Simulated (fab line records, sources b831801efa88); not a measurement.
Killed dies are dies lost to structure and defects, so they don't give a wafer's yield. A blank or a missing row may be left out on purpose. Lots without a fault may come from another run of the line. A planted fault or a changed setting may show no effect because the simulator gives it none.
Which tool did it? | flow gf180mcu | 11 lots, 33 wafers sampled, at 3 steps of a route of 602

WHAT THE GAUGES READ, wafer by wafer
GF_V5_BOW_MEAS_05.
lot  | measured     | on            | V5_BOW (um)
L451 | day 26 05:08 | film_metro-03 | 146 145 145
L452 | day 26 20:46 | film_metro-03 | 149 137 142
L454 | day 27 09:52 | film_metro-01 | 138 133 136
L455 | day 27 19:00 | film_metro-02 | 142 140 139 - - -
L459 | day 29 07:02 | film_metro-01 | 131 133 117
L466 | day 31 05:35 | film_metro-03 | 132 120 130
L467 | day 31 12:20 | film_metro-03 | 130 136 136
L468 | day 31 20:46 | film_metro-02 | 128 111 134
L469 | day 32 05:57 | film_metro-03 | 143 137 134
L470 | day 32 07:11 | film_metro-01 | 143 122 134
L472 | day 32 20:07 | film_metro-01 | 139 147 130

WHICH TOOL RAN EACH LOT (tool, then ch and the chambers of the sampled wafers, then the start)
lot  | GF_V5_CVD_02                    | GF_V5_CMP_04
L451 | pecvd-01 ch 0,1,2, day 26 04:35 | cmp-02 ch 0,1, day 26 04:47
L452 | pecvd-01 ch 1,2, day 26 20:16   | cmp-01 ch 0,1,3, day 26 20:29
L454 | pecvd-01 ch 0,2, day 27 09:23   | cmp-02 ch 1,2,3, day 27 09:39
L455 | pecvd-01 ch 0,1, day 27 18:29   | cmp-02 ch 1,2,3, day 27 18:42
L459 | pecvd-01 ch 0,1,2, day 29 06:34 | cmp-01 ch 0,2,3, day 29 06:50
L466 | pecvd-01 ch 1,2, day 31 05:07   | cmp-01 ch 0,1,3, day 31 05:17
L467 | pecvd-04 ch 0,1,2, day 31 11:50 | cmp-02 ch 0,1,3, day 31 12:06
L468 | pecvd-01 ch 0,2, day 31 20:13   | cmp-01 ch 0,3, day 31 20:29
L469 | pecvd-04 ch 0,1, day 32 05:28   | cmp-02 ch 0,1,2, day 32 05:42
L470 | pecvd-03 ch 1,2, day 32 06:41   | cmp-02 ch 0,1,2, day 32 06:59
L472 | pecvd-03 ch 0,1, day 32 19:37   | cmp-02 ch 0,1,2, day 32 19:53
- GF_V5_CVD_02: deposits SiO2 from TEOS, target thk 1450 nm, time 163.28 s.
- GF_V5_CMP_04: polishes SiO2.

THE ANSWER, worked out from the rows above alone
Rule: what is usual is taken from the lots themselves. Put in order of their means at a reading, lots are off if they are a third of the lots or fewer, leave a main group of 4 or more, and stand apart from it by a gap of 3 or more times the standard deviation of the main group's means; of several such gaps the widest counts. A main group whose means are all the same, to the digits that the tables above print for the reading, isn't used. A lot without any number at a reading at which 4 lots or more have one is off too. The other lots that the step has rows for count as sound.
No lot is off at any reading shown: from this, nothing can be told.

WHAT THE SIMULATOR HAD PUT IN
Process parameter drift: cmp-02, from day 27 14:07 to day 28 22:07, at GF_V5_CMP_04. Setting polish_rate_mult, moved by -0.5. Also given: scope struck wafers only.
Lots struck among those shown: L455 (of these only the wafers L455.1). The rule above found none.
